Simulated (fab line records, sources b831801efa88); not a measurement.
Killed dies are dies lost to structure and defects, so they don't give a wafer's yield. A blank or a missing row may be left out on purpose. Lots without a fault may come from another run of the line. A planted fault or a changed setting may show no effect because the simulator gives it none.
Chamber matching | flow sky130 | SKY_METAL3_ETCH_17 on rie_diel-03: 4 sister chambers
The step etches SiO2 in C4F8/O2/Ar, stops on TiN, time 3.9 s, target depth 15 nm. 7 wafers are shown with their chamber, then 9 later ones without.

WAFERS WITH THEIR CHAMBER
wafer  | chamber | oes_product_au (a.u.)
L079.6 | 0       | 0.751
L090.3 | 2       | 0.754
L090.4 | 1       | 0.749
L090.5 | 3       | 0.738
L094.2 | 1       | 0.753
L094.3 | 3       | 0.746
L094.5 | 2       | 0.758

WAFERS WITHOUT THEIR CHAMBER
wafer  | oes_product_au (a.u.)
L093.3 | 0.755
L093.4 | 0.759
L093.6 | 0.751
L096.4 | 0.767
L096.5 | 0.764
L096.6 | 0.767
L097.1 | 0.751
L097.4 | 0.758
L097.5 | 0.756

WHICH CHAMBER EACH WENT THROUGH
wafer  | from the rows above          | in truth
L093.3 | can't be placed: 2 or 0 or 1 | 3
L093.4 | can't be placed: 2 or 0 or 1 | 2
L093.6 | can't be placed: 0 or 1 or 2 | 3
L096.4 | can't be placed: 2 or 0 or 1 | 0
L096.5 | can't be placed: 2 or 0 or 1 | 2
L096.6 | can't be placed: 2 or 0 or 1 | 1
L097.1 | can't be placed: 0 or 1 or 2 | 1
L097.4 | can't be placed: 2 or 0 or 1 | 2
L097.5 | can't be placed: 2 or 0 or 1 | 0
Placed correctly: 0 of 9. Can't be placed from these rows: 9 (the true chamber is among the candidates in 7). Placed wrongly: 0.
How it was worked out, from the rows above alone: a wafer's distance from a chamber is the root of the sum, over the readings, of the square of ((its reading less the chamber's mean) divided by the reading's scatter). The wafer belongs to the nearest chamber; if the next one is less than 2 further off, it can't be placed. A chamber's mean is the mean of its shown wafers. The scatter: the root of (the sum of the squares of (reading less its chamber's mean) over the shown wafers, divided by (wafers less chambers)).
